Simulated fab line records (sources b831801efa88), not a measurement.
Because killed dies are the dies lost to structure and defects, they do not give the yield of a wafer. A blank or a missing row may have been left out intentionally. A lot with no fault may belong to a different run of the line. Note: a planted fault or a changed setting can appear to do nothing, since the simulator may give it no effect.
Which tool was responsible?    flow gf180mcu    Sampling: 15 lots, 45 wafers, 7 of 602 route steps

WHAT THE GAUGES SHOWED, per wafer
GF_STI_THK_MEAS_24. Usual: for STI_CVD_23_THK the level is 652 nm and the standard deviation is 9.3.
lot   measured     on             STI_CVD_23_THK (nm)  flag
L542  day 2 09:29  film metro-01  659 660 648          
L543  day 2 14:47  film metro-04  649 661 656          
L544  day 2 22:46  film metro-02  659 657 647          
L545  day 3 03:55  film metro-01  652 656 649          
L548  day 3 18:43  film metro-04  642 646 664          
L549  day 3 22:08  film metro-01  647 646 649          
L550  day 4 01:48  film metro-04  656 663 672          
L551  day 4 08:05  film metro-04  640 637 636          
L553  day 4 16:15  film metro-04  635 652 652          
L558  day 5 21:22  film metro-02  650 664 637          
L559  day 6 01:17  film metro-02  648 652 640          
L560  day 6 04:53  film metro-01  649 650 647          
L562  day 6 15:58  film metro-04  654 677 654          
L563  day 6 21:00  film metro-02  646 642 640          
L564  day 7 01:37  film metro-02  638 651 647          

GF_MVSD_OVL_MEAS_07. Usual: for MVSD_OVL the level is 0.6 nm and the standard deviation is 1.3.
lot   measured     on          MVSD_OVL (nm)   flag
L542  day 4 15:52  overlay-01  0.5 0.8 1.4     
L543  day 4 21:01  overlay-02  -0.1 0.2 -1.7   
L544  day 5 10:32  overlay-02  -0.3 1.3 -0.8   
L545  day 5 13:19  overlay-01  0.0 -0.2 0.6    
L548  day 6 05:34  overlay-02  -1.3 -0.2 0.2   
L549  day 6 10:34  overlay-01  -0.1 -1.0 -0.3  
L550  day 6 14:00  overlay-01  1.7 2.1 1.2     
L551  day 6 21:09  overlay-01  0.9 -0.4 0.7    
L553  day 7 05:40  overlay-01  2.4 3.7 3.9     
L558  day 8 13:55  overlay-02  - - -           OFF
L559  day 8 19:10  overlay-01  - - -           OFF
L560  day 8 23:49  overlay-02  - - -           OFF
L562  day 9 12:52  overlay-02  -0.3 -1.1 1.2   
L563  day 9 16:40  overlay-02  2.0 1.1 -0.6    
L564  day 9 23:25  overlay-01  0.2 0.1 -1.0    

GF_MVPSD_TW_MEAS_11. Usual: for MVPSD_TW the level is 550 and the standard deviation is 7.7.
lot   measured      on             MVPSD_TW        flag
L542  day 5 06:49   film metro-03  540 537 541     
L543  day 5 12:29   film metro-03  537 539 538     
L544  day 6 02:07   film metro-01  559 558 553     
L545  day 6 04:35   film metro-03  544 544 543     
L548  day 6 20:53   film metro-04  553 554 555     
L549  day 7 02:56   film metro-04  558 558 559     
L550  day 7 05:41   film metro-03  540 540 541     
L551  day 7 13:08   film metro-03  544 541 545     
L553  day 7 22:08   film metro-04  552 558 556     
L558  day 9 07:51   film metro-04  1602 1606 1609  OFF
L559  day 9 13:27   film metro-03  1570 1554 1559  OFF
L560  day 9 17:50   film metro-03  1572 1577 1568  OFF
L562  day 10 07:08  film metro-01  558 556 556     
L563  day 10 10:54  film metro-04  554 556 558     
L564  day 10 17:29  film metro-01  556 554 555     

GF_VT_IMPLANT_TW_MEAS_10. Usual: for VT_IMPLANT_TW the level is 555 and the standard deviation is 6.7.
lot   measured      on             VT_IMPLANT_TW   flag
L542  day 5 20:55   film metro-04  564 565 562     
L543  day 6 03:11   film metro-03  547 547 549     
L544  day 6 17:08   film metro-02  554 555 554     
L545  day 6 19:50   film metro-03  546 547 550     
L548  day 7 12:38   film metro-02  555 554 555     
L549  day 7 18:35   film metro-02  551 555 554     
L550  day 7 21:14   film metro-02  554 553 555     
L551  day 8 05:05   film metro-03  550 549 548     
L553  day 8 14:29   film metro-02  550 551 551     
L558  day 10 01:12  film metro-04  1610 1597 1608  OFF
L559  day 10 07:06  film metro-04  1607 1619 1605  OFF
L560  day 10 11:26  film metro-02  1584 1582 1578  OFF
L562  day 11 01:26  film metro-02  552 547 553     
L563  day 11 05:06  film metro-02  546 548 549     
L564  day 11 12:26  film metro-04  563 562 562     

GF_VT_IMPLANT_OVL_MEAS_29. Usual: for VT_IMPLANT_02_OVL the level is 0.1 nm and the standard deviation is 1.2.
lot   measured      on          VT_IMPLANT_02_OVL (nm)  flag
L542  day 7 03:07   overlay-02  -0.4 -0.2 -0.2          
L543  day 7 09:49   overlay-02  -2.2 0.2 -1.1           
L544  day 8 00:20   overlay-01  0.2 -0.3 -0.8           
L545  day 8 03:34   overlay-02  -0.4 2.5 -1.2           
L548  day 8 21:49   overlay-02  -2.9 -0.9 -2.5          
L549  day 9 03:10   overlay-01  0.7 -0.3 -1.8           
L550  day 9 06:33   overlay-01  -0.7 -1.4 1.5           
L551  day 9 14:07   overlay-01  -0.3 -0.1 0.8           
L553  day 10 00:39  overlay-02  1.6 1.8 1.9             
L558  day 11 13:37  overlay-02  0.2 -1.4 1.6            
L559  day 11 19:19  overlay-01  3.3 1.7 0.0             
L560  day 11 23:54  overlay-02  0.8 -1.0 -0.3           
L562  day 12 15:18  overlay-01  2.2 0.8 2.1             
L563  day 12 18:54  overlay-02  0.3 1.2 0.8             
L564  day 13 02:48  overlay-02  -0.5 2.0 -0.7           

TOOL THAT RAN EACH LOT (tool first, then ch and the chambers of the sampled wafers, then the start)
lot   GF_STI_STRIP_15                      GF_MVSD_COAT_02
L542  plasma asher-02 ch 0,1, day 2 06:07  litho track-02 ch 0, day 4 08:41
L543  plasma asher-02 ch 0,1, day 2 11:14  litho track-01 ch 0, day 4 14:10
L544  plasma asher-04 ch 0,1, day 2 16:40  litho track-01 ch 0, day 5 02:59
L545  plasma asher-03 ch 0,1, day 2 23:29  litho track-01 ch 0, day 5 05:43
L548  plasma asher-04 ch 0, day 3 16:35    litho track-04 ch 0, day 5 21:49
L549  plasma asher-04 ch 0,1, day 3 19:47  litho track-01 ch 0, day 6 02:55
L550  plasma asher-04 ch 0,1, day 4 00:05  litho track-04 ch 0, day 6 06:13
L551  plasma asher-04 ch 0, day 4 05:20    litho track-02 ch 0, day 6 13:18
L553  plasma asher-03 ch 0,1, day 4 14:32  litho track-02 ch 0, day 6 22:06
L558  plasma asher-04 ch 0,1, day 5 18:46  litho track-04, day 8 05:35
L559  plasma asher-04 ch 0,1, day 5 23:31  litho track-02, day 8 10:44
L560  plasma asher-04 ch 1, day 6 03:10    litho track-01, day 8 15:25
L562  plasma asher-03 ch 1, day 6 14:14    litho track-02 ch 0, day 9 03:51
L563  plasma asher-03 ch 0,1, day 6 19:17  litho track-02 ch 0, day 9 07:56
L564  plasma asher-04 ch 0,1, day 6 23:53  litho track-04 ch 0, day 9 14:46
- GF_STI_STRIP_15: strips in O2/N2.
- GF_MVSD_COAT_02: resist thk 3000 nm.

AS READ BY THE TOOLS THEMSELVES (means over the sampled wafers that have a number; for cases with no such wafer, the mark the record gives instead)
GF_STI_STRIP_15. Usual: drypump motor current A 6.0 A, standard deviation 0.34; heater power w 315 W, standard deviation 29; oes product au 0.384 a.u., standard deviation 0.0048; strip time to endpoint s 3.72 s, standard deviation 0.061.
lot   tool             drypump motor current A (A)  heater power w (W)  oes product au (a.u.)  strip time to endpoint s (s)  flag
L542  plasma asher-02  5.9                          297                 0.381                  3.73                          
L543  plasma asher-02  5.9                          297                 0.386                  3.73                          
L544  plasma asher-04  6.1                          296                 0.389                  3.71                          
L545  plasma asher-03  5.7                          340                 0.385                  3.75                          
L548  plasma asher-04  5.9                          276                 0.380                  3.59                          
L549  plasma asher-04  6.3                          319                 0.386                  3.76                          
L550  plasma asher-04  6.1                          299                 0.387                  3.73                          
L551  plasma asher-04  5.9                          276                 0.386                  3.73                          
L553  plasma asher-03  6.0                          325                 0.387                  3.77                          
L558  plasma asher-04  6.1                          298                 0.381                  3.65                          
L559  plasma asher-04  6.2                          323                 0.387                  3.75                          
L560  plasma asher-04  6.5                          338                 0.386                  3.72                          
L562  plasma asher-03  5.5                          353                 0.385                  3.73                          
L563  plasma asher-03  5.7                          347                 0.381                  3.76                          
L564  plasma asher-04  6.2                          322                 0.384                  3.67                          

GF_MVSD_COAT_02. Usual: chill plate temp C 23.02 C, standard deviation 0.12; dispense pressure kPa 44.6 kPa, standard deviation 1.8.
lot   tool            chill plate temp C (C)  dispense pressure kPa (kPa)  flag
L542  litho track-02  22.92                   42.6                         
L543  litho track-01  22.95                   44.4                         
L544  litho track-01  22.94                   44.5                         
L545  litho track-01  22.95                   44.5                         
L548  litho track-04  22.97                   47.1                         
L549  litho track-01  23.06                   44.4                         
L550  litho track-04  23.00                   47.2                         
L551  litho track-02  23.16                   42.7                         
L553  litho track-02  23.09                   42.6                         
L558  litho track-04  -                       -                            OFF
L559  litho track-02  -                       -                            OFF
L560  litho track-01  -                       -                            OFF
L562  litho track-02  22.97                   42.6                         
L563  litho track-02  23.10                   42.6                         
L564  litho track-04  23.05                   47.0                         

THE ANSWER, worked out from the rows above alone
Rule: a lot counts as off when the mean over its wafers that have a number is more than 3 standard deviations away from the usual mean. A lot without any number at a reading at which 4 lots or more have one is off too. The other lots that the step has rows for count as sound. The gauges are gone through in route order, then the tools' own readings, and for those a lot's mean is taken as printed above. At the first step where some lot is off, the reading lying furthest off is the one used; lots without a number count as furthest.
Off: L558, L559, L560, at GF_MVSD_OVL_MEAS_07 (MVSD_OVL). Without a number there: L558, L559, L560.
If a tool, at a process step before that reading, ran all the lots that are off and no sound lot after the first of them, it fits. Not tried: the gauges at GF_MVSD_OVL_MEAS_07; whatever is off there is also off at GF_MVPSD_TW_MEAS_11, on other tools, and gauge error can't account for it. None of those tried fits.

WHAT THE SIMULATOR HAD INSERTED
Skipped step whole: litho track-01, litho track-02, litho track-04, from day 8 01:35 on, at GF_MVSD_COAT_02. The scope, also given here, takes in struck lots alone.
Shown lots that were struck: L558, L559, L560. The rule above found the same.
